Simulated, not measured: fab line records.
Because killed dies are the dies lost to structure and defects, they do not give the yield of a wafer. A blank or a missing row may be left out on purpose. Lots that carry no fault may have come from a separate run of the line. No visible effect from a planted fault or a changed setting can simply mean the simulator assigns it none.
Which tool is to blame?	flow gf180mcu	at 1 step of a route of 602, 12 lots with 36 wafers sampled

WHAT THE GAUGES SHOWED, per wafer
GF_SAB_OVL_MEAS_10.
lot	measured	on	SAB_OVL (nm)
L075	day 15 14:42	overlay-01	-0.1 0.9 -0.1
L077	day 16 22:03	overlay-01	0.3 1.5 3.3
L079	day 17 21:50	overlay-02	-1.0 1.3 -1.9
L080	day 18 06:15	overlay-01	2.4 0.9 0.6
L084	day 19 01:28	overlay-01	1.7 0.4 0.9
L085	day 19 17:10	overlay-01	-2.0 -1.1 0.2
L087	day 20 04:43	overlay-02	0.3 0.6 0.2
L090	day 21 09:25	overlay-02	0.2 -1.5 0.6
L091	day 21 16:22	overlay-02	-2.3 -3.8 -2.6
L093	day 22 15:25	overlay-02	-3.4 -2.4 -0.5
L095	day 22 21:51	overlay-02	-1.6 -0.8 0.6
L096	day 23 17:14	overlay-01	-1.1 -0.3 0.4

TOOL THAT RAN EACH LOT (tool first, then ch and the chambers of the sampled wafers, then the start)
The record holds no process step before these readings.

THE ANSWER, worked out from the rows above alone
Rule: what is usual is taken from the lots themselves. Put in order of their means at a reading, lots are off if they are a third of the lots or fewer, leave a main group of 4 or more, and stand apart from it by a gap of 3 or more times the standard deviation of the main group's means; of several such gaps the widest counts. A main group is skipped when, at the precision printed for the reading in the tables above, its means are all equal. A lot without any number at a reading at which 4 lots or more have one is off too. The other lots that the step has rows for count as sound.
No lot is off on any of the readings shown, so nothing can be concluded from this.

WHAT HAD BEEN PUT IN BY THE SIMULATOR
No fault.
